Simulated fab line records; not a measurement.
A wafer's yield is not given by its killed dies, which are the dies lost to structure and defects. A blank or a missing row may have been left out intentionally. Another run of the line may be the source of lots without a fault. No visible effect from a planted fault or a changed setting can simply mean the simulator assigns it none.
Tool commonality check -- flow gf180mcu -- Sampled: 13 lots, 39 wafers

== WHY IT WAS OPENED ==
2 of 13 lots carry a flag on the reading MVSD_RS at GF_VT_IMPLANT_RS_MEAS_46. Wafers without a fault read 456.6 ohm/sq, standard deviation 1.4.
Rule: flag the lot when none of its wafers has a number, or when each of its wafers that has one lies beyond 4 standard deviations from that mean. As for the other lots, they are considered sound.

lot,measured,on,"MVSD_RS (ohm/sq), wafer by wafer",flag
L412,day 7 09:33,film-metro-02,455.5 455.4 455.8,
L413,day 7 15:47,film-metro-03,453.9 455.2 456.3,
L415,day 8 05:16,film-metro-02,457.8 459.2 457.7,
L416,day 8 13:10,film-metro-04,457.6 457.4 457.4,
L419,day 9 07:47,film-metro-03,456.0 456.3 457.1,
L422,day 10 02:59,film-metro-04,457.3 457.6 457.6,
L423,day 10 11:07,film-metro-02,480.3 480.0 478.1,FLAGGED
L424,day 10 18:11,film-metro-03,455.3 454.5 455.1,
L425,day 11 01:31,film-metro-04,475.2 474.7 476.1,FLAGGED
L430,day 13 03:06,film-metro-02,454.7 456.0 454.9,
L431,day 13 17:12,film-metro-04,456.9 457.1 457.8,
L434,day 14 04:25,film-metro-04,455.1 454.8 454.4,
L433,day 14 04:44,film-metro-02,458.0 455.7 456.6,
The mean of the flagged lots' numbers is 477.4 ohm/sq, +20.8 ohm/sq from the usual (+15 standard deviations).

== TOOL THAT RAN EACH LOT ==
The record holds 1 process step before the reading, out of a route of 602 steps. Read each cell as the tool, then ch plus the chambers that the sampled wafers visited, then the start.
lot,flag,GF_MVSD_IMPLANT_08
L412,,"implanter-02 ch 0, day 4 10:38"
L413,,"implanter-04 ch 0, day 4 17:11"
L415,,"implanter-04 ch 0, day 5 02:58"
L416,,"implanter-04 ch 0, day 5 11:04"
L419,,"implanter-02 ch 0, day 6 02:52"
L422,,"implanter-02 ch 0, day 6 18:47"
L423,FLAGGED,"implanter-04 ch 0, day 6 23:04"
L424,,"implanter-02 ch 0, day 7 04:49"
L425,FLAGGED,"implanter-04 ch 0, day 7 11:37"
L430,,"implanter-03 ch 0, day 9 04:38"
L431,,"implanter-03 ch 0, day 9 16:14"
L434,,"implanter-02 ch 0, day 10 03:04"
L433,,"implanter-04 ch 0, day 10 03:26"
What is done by these steps:
- GF_MVSD_IMPLANT_08
- GF_VT_IMPLANT_RS_MEAS_46: measures by four-point-probe.

== FLAGGED OVER TOTAL, TOOL BY TOOL (the gauges that took the reading come last) ==
step,tool,lots run,flagged,share of the flagged lots,sound lots run after its first flagged lot
GF_MVSD_IMPLANT_08,implanter-02,5,0,none,-
GF_MVSD_IMPLANT_08,implanter-03,2,0,none,-
GF_MVSD_IMPLANT_08,implanter-04,6,2,all,1 (L433)
GF_VT_IMPLANT_RS_MEAS_46,film-metro-02,5,1,some,"2 (L430,L433)"
GF_VT_IMPLANT_RS_MEAS_46,film-metro-03,3,0,none,-
GF_VT_IMPLANT_RS_MEAS_46,film-metro-04,5,1,some,"2 (L431,L434)"

== THE TABLE: WHAT IT ALLOWS ==
In the table, 1 row covers all flagged lots: implanter-04 at GF_MVSD_IMPLANT_08.
- implanter-04 at GF_MVSD_IMPLANT_08 ran 6 lots, 2 of them flagged. Sound lots ran on it after the first flagged one (L433), which a lasting fault on the whole tool wouldn't allow. Its own readings (dose-ions-cm2) fall more than 4 standard deviations out on all wafers of the flagged lots.
Not one row of the table ran every flagged lot while running no sound lot after the first.

== WHAT WAS PUT IN BY THE SIMULATOR ==
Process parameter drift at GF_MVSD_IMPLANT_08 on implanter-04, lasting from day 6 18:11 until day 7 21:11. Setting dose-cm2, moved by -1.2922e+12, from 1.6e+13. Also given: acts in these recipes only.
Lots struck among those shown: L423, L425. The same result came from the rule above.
